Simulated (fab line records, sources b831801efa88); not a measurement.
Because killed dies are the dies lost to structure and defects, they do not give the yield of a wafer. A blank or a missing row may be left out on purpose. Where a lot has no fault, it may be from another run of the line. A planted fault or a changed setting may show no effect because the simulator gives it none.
A struck lot beside a sound one | flow sfq line | 20 out of 325 route steps
Sound: wafers L195.2, L195.4, L195.6. Struck: wafers L204.4, L204.5, L204.6. The cause comes at the end.
Order at every step that has rows: each side's tool, ch and its chambers, its first start. Under that, the readings that differ: sound wafers | struck wafers | difference of the means | sigmas: that difference in standard deviations of wafers without a fault.
alike: words and numbers the same on both sides, and readings whose means are apart by under 2 such deviations; not compared: readings that were withheld, readings missing a value for some wafer, numbers with overlapping values and no deviation given by the record, and bounds like >300 which may hide the same value.
A row with sigmas, a row that says differs or no value, or rows on one side alone: a step with any of these is where the two part. Numbers that don't overlap but have no deviation are shown without sigmas and don't part them. Lack of a reading on every wafer of one side parts them only where that side has two or more wafers.

first, 3 steps without rows for these wafers: SFQ_TRILAYER_I2_VIA_LITHO_EXPOSE_068 (exposes mask I2, target cd 500 nm); SFQ_TRILAYER_I2_VIA_LITHO_PEB_070 (peb time 60 s); SFQ_TRILAYER_I2_VIA_LITHO_DEVELOP_069 (time 60 s).
SFQ_I2_OVL_MEAS_918:
  struck on overlay-02, day 29 12:46; sound on overlay-01, day 24 14:47
  alike: I2_OVL
SFQ_TRILAYER_I2_VIA_BARC_OPEN_VIA_ETCH_096: etches BARC in O2, target depth 125 nm, time 41.7 s.
  sound on rie diel-01 ch 0,2, day 24 14:49; struck on rie diel-04 ch 0,1, day 29 12:47
  alike: drypump motor current A, oes product au
  not compared: rf hours counter h
SFQ_TRILAYER_I2_VIA_ETCH_VIA_ETCH_070: etches SiO2 in CHF3, stops on Nb, target depth 260 nm.
  sound on rie diel-01 ch 0,2, day 24 14:52; struck on rie diel-04 ch 0,1, day 29 12:49
  alike: drypump motor current A, oes product au
SFQ_TRILAYER_I2_VIA_STRIP_STRIP_071: strips in O2.
  sound on rie metal-04 ch 0,1, day 24 14:58; struck on rie metal-03 ch 0,1, day 29 13:08
  alike: drypump motor current A, oes product au
  not compared: rf hours counter h
then, 2 steps without rows for these wafers: SFQ_TRILAYER_I2_VIA_STRIP_SOLV_CLEAN_072 (cleans in NMP, time 600 s); SFQ_TRILAYER_M3_DEP_PRE_CLEAN_074 (time 22.5 s).
SFQ_TRILAYER_M3_DEP_SPUTTER_073: material Nb, target thk 200 nm, time 133.3 s.
  struck on pvd sputter-05, day 29 13:44; sound on pvd sputter-04, day 24 15:46
  alike: cathode dc power W, throttle valve pct
SFQ_M3_RS_MEAS_919: measures by four-point-probe.
  struck on film metro-04, day 29 13:53; sound on film metro-03, day 24 15:53
  alike: M3_NB_RS
SFQ_TRILAYER_M3_LITHO_COAT_080: resist thk 62 nm.
  sound on litho track-01 ch 0, day 24 16:05; struck on litho track-04 ch 0, day 29 14:10
  reading                                              | sound                | struck               | difference | sigmas
  spin speed rpm (rpm)                                 | 2998.6 3000.9 3000.6 | 4118.5 4118.0 4115.9 | +1117.4    | +99 or more
  model.BARC_of_TRILAYER_M3_LITHO_COAT_080.thk nm (nm) | 61.7 61.78 61.72     | 52.87 52.87 52.89    | -8.86      |
  alike: chill plate temp C
then, 5 steps without rows for these wafers: SFQ_TRILAYER_M3_LITHO_COAT_075 (resist thk 600 nm); SFQ_TRILAYER_M3_LITHO_SOFTBAKE_079; SFQ_TRILAYER_M3_LITHO_EXPOSE_076 (exposes mask M3, target cd 500 nm); SFQ_TRILAYER_M3_LITHO_PEB_078 (peb time 60 s); SFQ_TRILAYER_M3_LITHO_DEVELOP_077 (time 60 s).
-- the record jumps here: 6 days lie between the struck wafers' starts before and after --
SFQ_M3_OVL_MEAS_921:
  struck on overlay-01, day 35 18:23; sound on overlay-02, day 30 23:14
  alike: M3_OVL
SFQ_TRILAYER_M3_BARC_OPEN_METAL_ETCH_100: etches BARC in O2, target depth 125 nm, time 41.7 s.
  sound on rie metal-01 ch 0,1, day 30 23:16; struck on rie metal-01 ch 0,1, day 35 18:26
  reading                  | sound             | struck            | difference | sigmas
  oes product au (a.u.)    | 0.678 0.682 0.686 | 0.634 0.642 0.637 | -0.044     | -10
  model.etch.depth nm (nm) | 61.7 61.78 61.72  | 52.87 52.87 52.89 | -8.86      |
  alike: drypump motor current A
  not compared: rf hours counter h
SFQ_TRILAYER_M3_ETCH_METAL_ETCH_078: etches Nb in Cl2/Ar, stops on SiO2, target depth 240 nm, time 120 s.
  sound on rie metal-01 ch 0,1, day 30 23:19; struck on rie metal-01 ch 0,1, day 35 18:31
  alike: drypump motor current A, oes product au
  not compared: rf hours counter h

## WHERE THEY PART
Earliest at SFQ_TRILAYER_M3_LITHO_COAT_080; latest, in this record, at SFQ_TRILAYER_M3_BARC_OPEN_METAL_ETCH_100. Later steps at which nothing parts them and some readings are alike: SFQ_TRILAYER_M3_ETCH_METAL_ETCH_078.

WHY: what had been put in by the simulator
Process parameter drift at SFQ_TRILAYER_M3_LITHO_COAT_080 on litho track-04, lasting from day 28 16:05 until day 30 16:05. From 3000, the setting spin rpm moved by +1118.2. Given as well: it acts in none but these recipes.
